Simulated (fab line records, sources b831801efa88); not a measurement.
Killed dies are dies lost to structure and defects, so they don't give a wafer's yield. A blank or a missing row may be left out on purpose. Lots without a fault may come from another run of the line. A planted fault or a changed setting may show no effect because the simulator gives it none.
fab line records | flow sfq_line
record lots=5 wafers=15 last_day=92
route steps=325 shown I3@147 M4@148
lots that met no fault: from a run of the same line without faults
start_h: hours from the record's first day to the start of the lot's first wafer shown | wait_h: hours since the lot's step before | " the same as in the row above | L1.1+2: a row that stands for several wafers | - no value, or no start given | * or withheld: withheld | < > ~ a bound
route shown NAME@n: a module of which the file shows steps, and the number in the route of the first | usual: mean/standard deviation of fault-free wafers | same: alike in all rows | chamber/n: place in a boat | sites: the reading at each site | _std_site: their standard deviation | _edge_site: outer sites' mean less inner sites' | radius_mm: how far each site lies from the wafer's centre | mask NAME#n: copy n | behind: the tool/chamber that last shaped the wafer | hold: why the lot was held/for how many hours/how that ended | device: the transistor (n, p or np) that didn't switch | end of line: the same wafers' tests at the end of the route | a step without rows: its recipe alone | killed: dies lost to structure and defects at the first sort, not the wafer's yield | map: a wafer's dies, x killed, . not, _ none there
set.NAME: the setting as run; set.NAME@STEP: as run at that earlier step | model.NAME: the simulator's own value behind a step, which no gauge read
lots at some steps of the route; a table a step, a row a wafer
services: from which hour (start_h, from the record's first day; less than 0 if before it) a tool's chamber was out of use, for how many hours, and why
## steps
# step SFQ_TRILAYER_I3_VIA_STRIP_SOLV_CLEAN_090
# recipe chemistry=NMP temp_c=70 time_s=600
# step SFQ_TRILAYER_M4_DEP_PRE_CLEAN_092
# recipe gas=Ar time_s=22.5 bias_v=250
# step SFQ_TRILAYER_M4_DEP_SPUTTER_091
# recipe material=Nb base_pressure_pa=1.33e-06 chamber_pressure_pa=0.1333 substrate_temp_c=20 resputter_cathode_voltage_v=400 target_thk_nm=200 power_w=2000 time_s=133.3
# usual chamber_pressure_pa=0.13331/0.00024 throttle_valve_pct=29.9/1.3
# columns lot.wafer tool chamber start_h wait_h chamber_pressure_pa throttle_valve_pct
L680.1 pvd_sputter-04 - 1198.30 0.0 0.13357 27.2
L680.2 " - " " 0.1333 30.5
L680.3 " - " " 0.13301 30.3
L687.3 pvd_sputter-04 - 1258.71 0.0 0.13305 30.2
L687.5 " - " " 0.13224 30.0
L687.6 " - " " 0.13361 30.4
L695.2 pvd_sputter-05 - 1336.61 0.0 0.13355 31.0
L695.4 " - " " 0.13316 31.2
L695.6 " - " " 0.1332 31.1
L700.1 pvd_sputter-05 - 1359.41 0.0 0.13359 32.0
L700.2 " - " " 0.13313 31.5
L700.5 " - " " 0.1331 31.1
L702.3 pvd_sputter-03 - 1373.89 0.0 0.13328 30.4
L702.4 " - " " 0.13358 27.9
L702.5 " - " " 0.13339 30.7
# step SFQ_M4_RS_MEAS_924
# recipe thk_meas_gauge=four-point-probe reads=Nb_of_TRILAYER_M4_DEP_SPUTTER_091
# usual M4_NB_RS=0.897/0.013
# columns lot.wafer tool chamber start_h wait_h M4_NB_RS[ohm/sq]
L680.1 film_metro-03 - 1198.39 0.0 0.913
L680.2 " - " " 0.895
L680.3 " - " " 0.898
L687.3 film_metro-04 - 1258.84 0.1 0.901
L687.5 " - " " 0.878
L687.6 " - " " 0.900
L695.2 film_metro-01 - 1336.72 0.1 0.915
L695.4 " - " " 0.885
L695.6 " - " " 0.888
L700.1 film_metro-03 - 1359.50 0.0 0.892
L700.2 " - " " 0.890
L700.5 " - " " 0.877
L702.3 film_metro-01 - 1374.02 0.1 0.900
L702.4 " - " " 0.901
L702.5 " - " " 0.895
# step SFQ_TRILAYER_M4_LITHO_COAT_098
# recipe resist=BARC spin_rpm=3000 resist_thk_nm=62
# step SFQ_TRILAYER_M4_LITHO_COAT_093
# recipe resist=KrF spin_rpm=3000 resist_thk_nm=600
# step SFQ_TRILAYER_M4_LITHO_SOFTBAKE_097
# recipe temp_c=withheld time_s=withheld resist=KrF
# step SFQ_TRILAYER_M4_LITHO_EXPOSE_094
# recipe mask_id=M4 na=0.6 source_shape=conventional sigma_outer=0.65 target_cd_nm=500 dose_mj=14.4
# step SFQ_TRILAYER_M4_LITHO_PEB_096
# recipe peb_temp_c=115 peb_time_s=60 resist=KrF
# step SFQ_TRILAYER_M4_LITHO_DEVELOP_095
# recipe time_s=60 resist=KrF
# step SFQ_M4_OVL_MEAS_926
# usual M4_OVL=1/6.8
# columns lot.wafer tool chamber start_h wait_h M4_OVL[nm]
L680.1 overlay-01 - 1328.49 0.1 1
L680.2 " - " " 7
L680.3 " - " " -1
L687.3 overlay-02 - 1381.23 0.1 17
L687.5 " - " " 19
L687.6 " - " " 8
L695.2 overlay-02 - 1453.00 0.1 -5
L695.4 " - " " -3
L695.6 " - " " -4
L700.1 overlay-01 - 1480.59 0.1 5
L700.2 " - " " -1
L700.5 " - " " 7
L702.3 overlay-01 - 1492.60 0.1 3
L702.4 " - " " 9
L702.5 " - " " 0
# step SFQ_TRILAYER_M4_BARC_OPEN_METAL_ETCH_123
# recipe mask_material=PR chemistry=O2 target_depth_nm=125 target=BARC icp_w=600 bias_w=80 pressure_mtorr=10 time_s=41.7
# usual drypump_motor_current_A=5.8/0.41 oes_product_au=0.684/0.0047 run_length_s=70.9/0.97
# columns lot.wafer tool chamber start_h wait_h drypump_motor_current_A oes_product_au rf_hours_counter_h run_length_s model.KrF_of_TRILAYER_M4_LITHO_COAT_093.thk_nm
L680.1 rie_metal-02 0 1328.53 0.0 5.6 0.688 78 70.3 522.6
L680.2 " 1 " " 6.3 0.681 98 70.5 520.4
L680.3 " 1 " " 6.3 0.691 - 70.7 522.3
L687.3 rie_metal-01 0 1381.27 0.0 5.3 0.675 - 70.4 524.2
L687.5 " 1 " " 6.0 0.681 - 70.5 521.3
L687.6 " 0 " " 5.3 0.684 - 70.7 525.4
L695.2 rie_metal-02 1 1453.03 0.0 6.3 0.663 116 76.7 518.8
L695.4 " 1 " " 6.3 0.686 - 73.8 521.3
L695.6 " 1 " " 6.3 0.686 - 74.0 523.5
L700.1 rie_metal-01 0 1480.63 0.0 5.3 0.682 29 70.4 528.7
L700.2 " 1 " " 6.0 0.682 34 71.0 524.2
L700.5 " 1 " " 6.0 0.679 - 70.3 523.5
L702.3 rie_metal-01 1 1492.65 0.0 6.0 0.687 - 70.5 518.4
L702.4 " 0 " " 5.3 0.682 - 70.5 522.1
L702.5 " 0 " " 5.3 0.685 - 70.9 523.9
# step SFQ_TRILAYER_M4_ETCH_METAL_ETCH_096
# recipe target=Nb stop_on=SiO2 mask_material=PR chemistry=Cl2/Ar target_depth_nm=240 icp_w=600 bias_w=80 pressure_mtorr=10 time_s=120
# usual drypump_motor_current_A=5.8/0.41 oes_product_au=0.891/0.0085 run_length_s=149.2/1
# columns lot.wafer tool chamber start_h wait_h drypump_motor_current_A oes_product_au rf_hours_counter_h run_length_s
L680.1 rie_metal-02 0 1328.59 0.0 5.5 0.873 78 148.5
L680.2 " 1 " " 6.3 0.896 98 149.5
L680.3 " 1 " " 6.3 0.892 - 149.3
L687.3 rie_metal-01 0 1381.35 0.1 5.3 0.899 - 148.8
L687.5 " 1 " " 6.0 0.901 - 148.7
L687.6 " 0 " " 5.3 0.885 - 149.2
L695.2 rie_metal-02 1 1453.11 0.1 6.3 0.872 116 152.0
L695.4 " 1 " " 6.3 0.896 - 152.0
L695.6 " 1 " " 6.3 0.892 - 151.8
L700.1 rie_metal-01 0 1480.69 0.0 5.3 0.901 29 148.9
L700.2 " 1 " " 6.0 0.891 34 149.1
L700.5 " 1 " " 6.0 0.904 - 149.4
L702.3 rie_metal-01 1 1492.73 0.1 6.0 0.885 - 149.0
L702.4 " 0 " " 5.3 0.893 - 149.3
L702.5 " 0 " " 5.3 0.889 - 149.0
## services
# columns tool chamber start_h hours kind
rie_metal-02 1 1188.84 15.4 repair
rie_metal-01 1 1221.46 - clean
rie_metal-01 1 1221.46 - consumable_replace:focus_ring
rie_metal-01 1 1221.46 22.7 scheduled_down
rie_metal-01 1 1221.46 22.7 vent_cycle
rie_metal-01 - 1222.14 0.3 repair
rie_metal-01 0 1244.20 - clean
rie_metal-01 0 1244.20 - consumable_replace:focus_ring
rie_metal-01 0 1244.20 17.7 scheduled_down
rie_metal-01 0 1244.20 17.7 vent_cycle
pvd_sputter-05 - 1253.01 2.7 repair
pvd_sputter-03 - 1268.92 2.4 repair
pvd_sputter-05 0 1271.97 - consumable_replace:kit
pvd_sputter-05 0 1271.97 18.0 scheduled_down
pvd_sputter-05 0 1271.97 18.0 vent_cycle
rie_metal-02 - 1281.98 1.4 pm
pvd_sputter-04 - 1285.03 0.6 repair
rie_metal-02 - 1292.12 1.8 repair
pvd_sputter-05 - 1312.55 1.3 repair
pvd_sputter-03 - 1351.25 5.1 repair
pvd_sputter-04 1 1355.66 - consumable_replace:kit
rie_metal-01 - 1420.82 0.2 repair
rie_metal-02 - 1451.27 0.7 repair
rie_metal-01 - 1474.81 1.4 pm
## key
first_sign step=SFQ_TRILAYER_M4_BARC_OPEN_METAL_ETCH_123 reading=run_length_s direction=up sigmas=6 usual=* struck=*
effect step=SFQ_TRILAYER_M4_BARC_OPEN_METAL_ETCH_123 reading=oes_product_au direction=down sigmas=4.4 usual=0.684 struck=0.663
model_effect step=SFQ_TRILAYER_M4_BARC_OPEN_METAL_ETCH_123 value=KrF_of_TRILAYER_M4_LITHO_COAT_093.thk_nm without=522.5 struck=518.8
met_at SFQ_TRILAYER_M4_BARC_OPEN_METAL_ETCH_123
struck_wafers L695.2
onset_between 1328.53 1453.03
fault kind=process_parameter_drift tool=rie_metal-02 chamber=- onset_h=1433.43 steps=SFQ_TRILAYER_M4_BARC_OPEN_METAL_ETCH_123 channel=time_s offset=* shape=step end_h=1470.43 scope=struck_wafers_only acts_in=* stated=*
